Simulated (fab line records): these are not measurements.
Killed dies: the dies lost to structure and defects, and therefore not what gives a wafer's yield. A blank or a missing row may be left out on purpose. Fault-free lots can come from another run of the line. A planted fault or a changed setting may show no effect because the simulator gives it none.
fab line records | flow sky130 | part 2 of 2: steps 28 to 36 of 36
record lots=5 wafers=15 last-day=49
route steps=708 shown LDD_HVP@288 LDD_LDN@289 SPACER@304 POLY_CUT@307 SD_P@320
lots with no fault: from the same line, run without faults
start-h: start of the lot's first displayed wafer, in hours after the record's first day | wait-h: hours since the lot's step before | " same as the row above | L1.1+2: one row covering several wafers at once | - no value present, or no start provided | * or withheld: withheld | < > ~ a bound
route shown NAME@n: NAME is a module with steps in the file, n the number in the route of the first one | usual: the fault-free wafers' mean and standard deviation | same: alike in all rows | chamber/n: place in a boat | sites: each site's reading | _std_site: standard deviation across them | _edge_site: mean of outer sites minus mean of inner sites | radius-mm: for every site, how far away it sits from the centre of the wafer | mask NAME#n: copy n | behind: the last tool/chamber to shape the wafer | hold: why the lot was held/for how many hours/how that ended | device: transistor that didn't switch, given as n, p or np | end of line: the route-end tests of the same wafers | a step without rows: its recipe alone | killed: not the wafer's yield, but the dies lost to structure and defects at the first sort | map: dies across one wafer; x = killed, . = not, _ = none there
set.NAME: the setting as run; set.NAME@STEP: as run at that earlier step | model.NAME: the simulator's own value behind a step, which no gauge read
a table for each step, a row for each wafer; lots at some steps of the route
services: the hour from which a tool's chamber was out of use, counted from the record's first day as start-h (under 0 if before that day), plus the number of hours and why
## steps
# step SKY_POLY_CUT_CD_MEAS_08
# recipe target-cd-nm=270
# usual cd-nm=270.4/1.5
# columns lot.wafer tool chamber start-h wait-h cd-nm
L081.1 cd-sem-01 - 620.60 - 272.5
L081.5 " - " " 273.6
L081.6 " - " " 273.7
L087.2 cd-sem-01 - 668.92 - 271.7
L087.4 " - " " 269.6
L087.5 " - " " 271.3
L088.2 cd-sem-02 - 676.67 - 269.4
L088.3 " - " " 269.6
L088.4 " - " " 271.1
L091.2 cd-sem-02 - 702.12 - 271.9
L091.3 " - " " 271.8
L091.5 " - " " 271.7
L093.1 cd-sem-02 - 711.61 - 268.4
L093.3 " - " " 269.1
L093.6 " - " " 269.3
# step SKY_POLY_CUT_OVL_MEAS_09
# usual POLY_CUT_OVL=0/6.3
# columns lot.wafer tool chamber start-h wait-h POLY_CUT_OVL[nm]
L081.1 overlay-01 - 620.72 0.1 -4
L081.5 " - " " 0
L081.6 " - " " 0
L087.2 overlay-02 - 669.02 0.1 2
L087.4 " - " " 3
L087.5 " - " " 2
L088.2 overlay-02 - 676.77 0.1 7
L088.3 " - " " 2
L088.4 " - " " 5
L091.2 overlay-02 - 702.22 0.1 -8
L091.3 " - " " -3
L091.5 " - " " -9
L093.1 overlay-02 - 711.73 0.1 -3
L093.3 " - " " -8
L093.6 " - " " -2
# step SKY_POLY_CUT_ETCH_10
# recipe chemistry=N2/H2 target=BARC ion-energy-ev=200 source-w=500 bias-w=100 pressure-mtorr=30 n2-flow-sccm=100 h2-flow-sccm=200 stop-on=SiO2 time-s=45.9 target-depth-a=600
# usual chamber-pressure-mTorr=29.998/0.029 drypump-motor-current-A=6.0/0.52 oes-product-au=0.855/0.005 throttle-valve-pct=13.224/0.0094
# columns lot.wafer tool chamber start-h wait-h chamber-pressure-mTorr drypump-motor-current-A oes-product-au rf-hours-counter-h throttle-valve-pct
L081.1 rie-diel-04 3 620.75 0.0 29.973 6.6 0.861 1 13.225
L081.5 " 1 " " 30.022 6.7 0.858 - 13.235
L081.6 " 2 " " 30.024 5.5 0.850 - 13.230
L087.2 rie-diel-03 0 669.05 0.0 30.013 4.8 0.861 20 13.236
L087.4 " 2 " " 30.034 6.0 0.844 55 13.228
L087.5 " 3 " " 29.953 5.9 0.851 - 13.220
L088.2 rie-diel-01 1 676.80 0.0 30.032 5.4 0.862 8 13.233
L088.3 " 3 " " 29.988 6.4 0.853 2 13.212
L088.4 " 0 " " 30.038 6.3 0.859 21 13.221
L091.2 rie-diel-03 1 702.25 0.0 30.005 5.7 0.859 9 13.232
L091.3 " 2 " " 29.942 6.0 0.859 56 13.228
L091.5 " 2 " " 29.998 6.0 0.855 - 13.192
L093.1 rie-diel-03 1 711.77 0.0 30.016 5.7 0.852 9 13.230
L093.3 " 0 " " 30.000 4.8 0.861 21 13.228
L093.6 " 1 " " 29.973 5.6 0.853 - 13.233
# step SKY_POLY_CUT_ETCH_11
# recipe target=Si3N4 chemistry=CF4/CH2F2/Ar stop-on=poly-Si source-w=600 bias-w=150 pressure-mtorr=40 cf4-flow-sccm=40 ch2f2-flow-sccm=20 Ar_flow_sccm=150 time-s=42.5 target-depth-a=600
# usual cf4-flow-sccm=40.01/0.13 chamber-pressure-mTorr=40.00/0.037 drypump-motor-current-A=6.0/0.51 oes-product-au=0.828/0.0055 throttle-valve-pct=14.994/0.0082
# columns lot.wafer tool chamber start-h wait-h cf4-flow-sccm chamber-pressure-mTorr drypump-motor-current-A oes-product-au rf-hours-counter-h throttle-valve-pct
L081.1 rie-diel-04 3 620.79 0.0 40.15 40.02 6.7 0.821 1 15.009
L081.5 " 1 " " 39.91 40.02 6.7 0.826 - 15.001
L081.6 " 2 " " 40.22 40.00 5.5 0.830 - 15.019
L087.2 rie-diel-03 0 669.09 0.0 40.12 40.01 4.8 0.837 20 15.005
L087.4 " 2 " " 39.74 40.06 5.9 0.824 55 14.990
L087.5 " 3 " " 39.86 39.97 5.9 0.832 - 14.997
L088.2 rie-diel-01 1 676.84 0.0 40.03 39.99 5.4 0.827 8 14.997
L088.3 " 3 " " 40.01 39.96 6.4 0.828 2 15.001
L088.4 " 0 " " 39.79 40.02 6.2 0.832 21 14.991
L091.2 rie-diel-03 1 702.29 0.0 39.82 40.00 5.7 0.829 9 14.992
L091.3 " 2 " " 39.95 39.98 6.0 0.829 56 14.986
L091.5 " 2 " " 39.95 40.05 6.0 0.818 - 14.983
L093.1 rie-diel-03 1 711.81 0.0 40.01 39.98 5.7 0.821 9 14.973
L093.3 " 0 " " 39.76 39.98 4.8 0.823 21 15.008
L093.6 " 1 " " 40.05 40.01 5.7 0.835 - 14.995
# step SKY_POLY_CUT_STRIP_12
# recipe chemistry=O2/N2 power-w=1400 pressure-mtorr=1500 platen-temp-c=withheld o2-flow-sccm=3000 n2-flow-sccm=300 overash-fraction=0.5
# usual chamber-pressure-mTorr=1500.2/1.3 drypump-motor-current-A=5.9/0.63 o2-flow-sccm=3000/9.4 oes-product-au=0.452/0.0044 strip-time-to-endpoint-s=5.356/0.018
# columns lot.wafer tool chamber start-h wait-h chamber-pressure-mTorr drypump-motor-current-A o2-flow-sccm oes-product-au rf-hours-counter-h strip-time-to-endpoint-s
L081.1 plasma-asher-01 1 620.83 0.0 1499.9 6.0 3005 0.460 20 5.369
L081.5 " 1 " " 1501.2 6.0 2989 0.454 - 5.363
L081.6 " 0 " " 1499.1 6.6 2996 0.447 - 5.360
L087.2 plasma-asher-01 1 669.13 0.0 1497.1 6.0 3013 0.454 25 5.324
L087.4 " 0 " " 1500.2 6.6 2991 0.447 - 5.335
L087.5 " 0 " " 1500.7 6.6 2995 0.447 - 5.329
L088.2 plasma-asher-04 0 676.88 0.0 1498.3 5.0 2995 0.461 85 5.377
L088.3 " 0 " " 1499.2 5.0 3013 0.455 - 5.361
L088.4 " 1 " " 1499.8 5.3 3002 0.451 - 5.362
L091.2 plasma-asher-04 0 702.33 0.0 1499.3 5.0 2991 0.454 88 5.344
L091.3 " 1 " " 1498.2 5.3 2994 0.447 - 5.323
L091.5 " 0 " " 1499.9 5.0 2988 0.449 - 5.317
L093.1 plasma-asher-01 0 711.85 0.0 1500.1 6.6 3000 0.451 29 5.347
L093.3 " 0 " " 1498.7 6.6 2988 0.454 - 5.360
L093.6 " 1 " " 1498.6 6.0 2992 0.449 - 5.338
# step SKY_SD_P_DEHYDRATE_00
# recipe temp-c=200 time-s=60
# columns lot.wafer tool chamber start-h wait-h
L081.1+5+6 litho-track-04 0 634.60 13.7
L087.2+4+5 litho-track-01 0 682.85 13.7
L088.2+3+4 litho-track-01 0 690.40 13.5
L091.2+3+5 litho-track-01 0 715.15 12.8
L093.1+3+6 litho-track-03 0 725.58 13.7
# step SKY_SD_P_HMDS_01
# recipe prime-time-s=60 prime-temp-c=120
# columns lot.wafer tool chamber start-h wait-h
L081.1+5+6 litho-track-04 0 634.75 0.1
L087.2+4+5 litho-track-01 0 683.00 0.1
L088.2+3+4 litho-track-01 0 690.55 0.1
L091.2+3+5 litho-track-01 0 715.30 0.1
L093.1+3+6 litho-track-03 0 725.73 0.1
# step SKY_SD_P_COAT_02
# recipe resist=NOVOLAK spin-rpm=3000 resist-thk-nm=1140
# usual dispense-pressure-kPa=48/5.5
# columns lot.wafer tool chamber start-h wait-h dispense-pressure-kPa
L081.1 litho-track-04 0 634.90 0.1 42
L081.5 " 0 " " 42
L081.6 " 0 " " 42
L087.2 litho-track-01 0 683.15 0.1 55
L087.4 " 0 " " 55
L087.5 " 0 " " 55
L088.2 litho-track-01 0 690.70 0.1 55
L088.3 " 0 " " 55
L088.4 " 0 " " 55
L091.2 litho-track-01 0 715.45 0.1 55
L091.3 " 0 " " 55
L091.5 " 0 " " 55
L093.1 litho-track-03 0 725.88 0.1 46
L093.3 " 0 " " 46
L093.6 " 0 " " 46
# step SKY_SD_P_SOFTBAKE_03
# recipe temp-c=90 time-s=60 resist=NOVOLAK
# columns lot.wafer tool chamber start-h wait-h
L081.1+5+6 litho-track-04 0 635.05 0.1
L087.2+4+5 litho-track-01 0 683.30 0.1
L088.2+3+4 litho-track-01 0 690.85 0.1
L091.2+3+5 litho-track-01 0 715.60 0.1
L093.1+3+6 litho-track-03 0 726.03 0.1
## services
# columns tool chamber start-h hours kind
rie-diel-04 3 550.43 10.3 repair
implanter-02 - 551.21 1.6 repair
iline-stepper-02 - 557.01 1.7 pm
krf-scanner-01 - 558.13 0.5 repair
krf-scanner-01 - 558.59 0.8 pm
iline-stepper-02 - 558.68 4.4 pm
plasma-asher-02 - 563.16 2.7 repair
implanter-03 - 570.89 3.9 repair
krf-scanner-01 - 571.95 0.3 repair
krf-scanner-01 - 575.66 1.0 pm
rie-diel-04 3 575.73 7.7 repair
rie-diel-01 1 579.00 3.6 repair
iline-stepper-02 - 585.85 11.3 repair
rie-diel-03 3 593.99 9.1 repair
krf-scanner-01 - 596.23 0.5 repair
implanter-02 - 601.03 2.5 repair
implanter-01 - 617.34 5.3 pm
rie-diel-04 1 617.52 1.2 repair
plasma-asher-01 - 624.41 1.1 repair
rie-diel-04 3 668.47 2.7 repair
implanter-03 - 669.31 3.7 repair
rie-diel-03 3 692.93 1.7 repair
wet-bench-04 - 705.12 1.6 repair
implanter-01 - 716.67 2.7 repair
